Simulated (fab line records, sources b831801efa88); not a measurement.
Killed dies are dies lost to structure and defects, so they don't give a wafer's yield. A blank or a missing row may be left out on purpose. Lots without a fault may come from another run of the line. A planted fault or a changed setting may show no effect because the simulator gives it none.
Problem report in the 8D (eight disciplines) form, filled by code | flow gf180mcu | the parts of the form that need people (team, actions taken, sign-off) are left out

1. THE PROBLEM
M3_ALCU_RS at GF_M3_RS_MEAS_05 reads a mean of 0.2226 ohm/sq on 2 wafers of 2 lots; wafers without a fault read 0.0692 ohm/sq with a standard deviation of 0.00069. That is +99 or more standard deviations from the usual mean.
The step: measures by four-point-probe.
First seen on wafer L349.2, day 24 13:13, on film_metro-04. The record holds 33 wafers of 11 lots with a number at this step. Rule for "out", or "out of limits": more than 4 standard deviations from the usual mean. The other wafers with a number count as sound.

2. WHAT IT IS AND WHAT IT IS NOT
question                    | is                           | is not
which readings at this step | M3_ALCU_RS                   | -
which lots                  | L349, L350                   | L339, L341, L342, L347, L351, L352, L356, L361, L362
which wafers of those lots  | L349.2, L350.4               | L349.3, L349.4, L350.3, L350.5
read on which gauges        | film_metro-03, film_metro-04 | film_metro-01
when                        | from day 24 13:13            | up to then (14 sound wafers); but 17 sound wafers of L350, L351, L352, L356, L361, L362 came after

3. SUSPECTS, AND WHAT RULES EACH OUT
Counting: a tool at a process step up to the reading stays a suspect if it ran every lot that is out. Sound lots after the first of them don't rule it out here, since some wafers of a struck lot are sound.
- the gauge at GF_M3_RS_MEAS_05: ruled out. The wafers that are out were read on 2 gauges (film_metro-03, film_metro-04).
- pvd_sputter-03 at GF_M3_SPUTTER_02 (material AlCu, target thk 450 nm, time 23.9 s): kept. It ran every lot that is out, first L349 (day 24 13:06); its last sound lot up to then is L342 (day 21 12:16).
Left after counting: pvd_sputter-03 at GF_M3_SPUTTER_02.

4. THE CAUSE (what the simulator had put in)
Process parameter drift: pvd_sputter-03, from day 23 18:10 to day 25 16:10, at GF_M3_SPUTTER_02. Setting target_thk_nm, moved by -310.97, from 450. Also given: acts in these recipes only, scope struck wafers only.
Counting left only this tool.

5. THE CHAIN OF EFFECTS, in route order
Each row: a reading whose mean over the struck wafers that have a number lies more than 3 standard deviations from the usual. Only readings for which the record gives a usual standard deviation are gone through. hours: the time from each lot's start at the first step in this table that gives one to its start at this step, as a median over the lots. sigmas: the change in usual standard deviations.
hours | step              | reading     | usual         | on struck wafers | change  | sigmas
0     | GF_M3_RS_MEAS_05  | M3_ALCU_RS  | 0.0692 ohm/sq | 0.2226           | +0.1534 | +99 or more
0     | GF_M3_THK_MEAS_06 | M3_ALCU_THK | 453 nm        | 145              | -308    | -70
23    | GF_V3_BOW_MEAS_05 | V3_BOW      | 119 um        | 152              | +33     | +4.1
69    | GF_V4_BOW_MEAS_05 | V4_BOW      | 136 um        | 170              | +34     | +3.8

6. WHAT WOULD HAVE CAUGHT IT SOONER
In this record the first reading out of limits at a measuring or inspecting step was taken at day 24 13:13, 19 hours after the fault began at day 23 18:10.
Of the tool readings at GF_M3_SPUTTER_02 for which the record gives a usual standard deviation, none was out on any struck wafer, so an alarm limit of 4 standard deviations on them would not have fired.
Of the lots that are out (2), L350 began GF_M3_SPUTTER_02 on pvd_sputter-03 after day 24 13:13. A hold on the tool at that time would have spared it.
